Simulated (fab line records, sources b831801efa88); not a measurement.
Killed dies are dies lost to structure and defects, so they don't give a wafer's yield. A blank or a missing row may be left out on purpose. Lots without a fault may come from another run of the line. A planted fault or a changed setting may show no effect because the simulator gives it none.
Which tool did it? | flow gf180mcu | 13 lots, 38 wafers sampled, at 4 steps of a route of 602

WHAT THE GAUGES READ, wafer by wafer
GF_V4_THK_MEAS_25: measures by xrf.
lot  | measured     | on            | V4_W_THK (nm)
L252 | day 24 10:49 | film_metro-02 | 343 344 340
L253 | day 24 20:04 | film_metro-02 | 335 334 336
L254 | day 25 04:46 | film_metro-04 | 345 347 344
L256 | day 26 05:47 | film_metro-04 | 352 348 348
L257 | day 26 06:36 | film_metro-04 | 342 339 344
L258 | day 26 19:16 | film_metro-04 | 352 347 353
L259 | day 27 15:29 | film_metro-02 | 342 331 337
L261 | day 28 09:07 | film_metro-04 | 342 348 346
L263 | day 28 16:23 | film_metro-02 | 339 337 341
L264 | day 29 04:52 | film_metro-02 | 338 338
L265 | day 29 04:55 | film_metro-04 | 342 342 350
L274 | day 31 09:38 | film_metro-03 | 345 348 351
L275 | day 31 11:00 | film_metro-03 | 347 346 346

GF_V5_CD_MEAS_14: target cd 260 nm.
lot  | measured     | on        | cd_nm (nm)
L252 | day 27 03:55 | cd_sem-02 | 260.2 259.7 260.6
L253 | day 27 12:22 | cd_sem-01 | 261.1 262.1 262.1
L254 | day 27 20:38 | cd_sem-02 | 258.7 258.3 259.0
L256 | day 28 19:35 | cd_sem-02 | 261.6 261.7 260.2
L257 | day 28 20:08 | cd_sem-01 | 260.7 260.8 260.5
L258 | day 29 08:56 | cd_sem-01 | 258.0 259.5 257.5
L259 | day 30 03:52 | cd_sem-02 | 259.1 260.3 259.1
L261 | day 30 20:28 | cd_sem-01 | 258.7 257.5 257.5
L263 | day 31 02:02 | cd_sem-02 | 258.5 259.2 258.8
L264 | day 31 14:13 | cd_sem-01 | 269.3 258.9 269.4 259.6
L265 | day 31 15:28 | cd_sem-01 | 269.7 259.2 259.9 269.2 259.5 260.0
L274 | day 33 15:11 | cd_sem-01 | 261.1 260.0 260.4
L275 | day 33 16:08 | cd_sem-01 | 262.3 261.9 260.3

WHICH TOOL RAN EACH LOT (tool, then ch and the chambers of the sampled wafers, then the start)
lot  | GF_MIM_SPUTTER_00            | GF_V5_EXPOSE_11
L252 | pvd_sputter-01, day 24 11:10 | krf_scanner-02 ch 0, day 26 17:58
L253 | pvd_sputter-01, day 24 20:25 | krf_scanner-01 ch 0, day 27 02:50
L254 | pvd_sputter-04, day 25 05:07 | krf_scanner-02 ch 0, day 27 11:26
L256 | pvd_sputter-04, day 26 06:08 | krf_scanner-02 ch 0, day 28 10:29
L257 | pvd_sputter-04, day 26 06:58 | krf_scanner-02 ch 0, day 28 10:51
L258 | pvd_sputter-02, day 26 19:37 | krf_scanner-01 ch 0, day 29 00:05
L259 | pvd_sputter-01, day 27 15:51 | krf_scanner-02 ch 0, day 29 18:57
L261 | pvd_sputter-04, day 28 09:28 | krf_scanner-01 ch 0, day 30 11:17
L263 | pvd_sputter-04, day 28 16:43 | krf_scanner-01 ch 0, day 30 18:19
L264 | pvd_sputter-04, day 29 05:13 | krf_scanner-01 ch 0, day 31 05:16
L265 | pvd_sputter-01, day 29 05:30 | krf_scanner-01 ch 0, day 31 06:26
L274 | pvd_sputter-01, day 31 09:59 | krf_scanner-02 ch 0, day 33 07:04
L275 | pvd_sputter-01, day 31 11:20 | krf_scanner-02 ch 0, day 33 08:01
- GF_MIM_SPUTTER_00: material Ti, target thk 37.5 nm, time 150 s.
- GF_V5_EXPOSE_11: exposes mask Via5, target cd 260 nm.

WHAT THE TOOLS THEMSELVES READ (means of the sampled wafers that have a number; where no wafer has one, the mark that the record gives instead)
GF_MIM_SPUTTER_00.
lot  | tool           | throttle_valve_pct (%)
L252 | pvd_sputter-01 | 29.2
L253 | pvd_sputter-01 | 29.6
L254 | pvd_sputter-04 | 29.7
L256 | pvd_sputter-04 | 29.6
L257 | pvd_sputter-04 | 29.5
L258 | pvd_sputter-02 | 29.7
L259 | pvd_sputter-01 | 28.9
L261 | pvd_sputter-04 | 29.5
L263 | pvd_sputter-04 | 29.5
L264 | pvd_sputter-04 | 29.2
L265 | pvd_sputter-01 | 29.6
L274 | pvd_sputter-01 | 29.5
L275 | pvd_sputter-01 | 30.0

THE ANSWER, worked out from the rows above alone
Rule: what is usual is taken from the lots themselves. Put in order of their means at a reading, lots are off if they are a third of the lots or fewer, leave a main group of 4 or more, and stand apart from it by a gap of 3 or more times the standard deviation of the main group's means; of several such gaps the widest counts. A main group whose means are all the same, to the digits that the tables above print for the reading, isn't used. A lot without any number at a reading at which 4 lots or more have one is off too. The other lots that the step has rows for count as sound. The gauges are gone through in route order, then the tools' own readings, and for those a lot's mean is taken as printed above. The first step at which some lot is off is used, and at that step the reading that is off furthest; a lot without a number counts as furthest.
No lot is off at any reading shown: from this, nothing can be told.

WHAT THE SIMULATOR HAD PUT IN
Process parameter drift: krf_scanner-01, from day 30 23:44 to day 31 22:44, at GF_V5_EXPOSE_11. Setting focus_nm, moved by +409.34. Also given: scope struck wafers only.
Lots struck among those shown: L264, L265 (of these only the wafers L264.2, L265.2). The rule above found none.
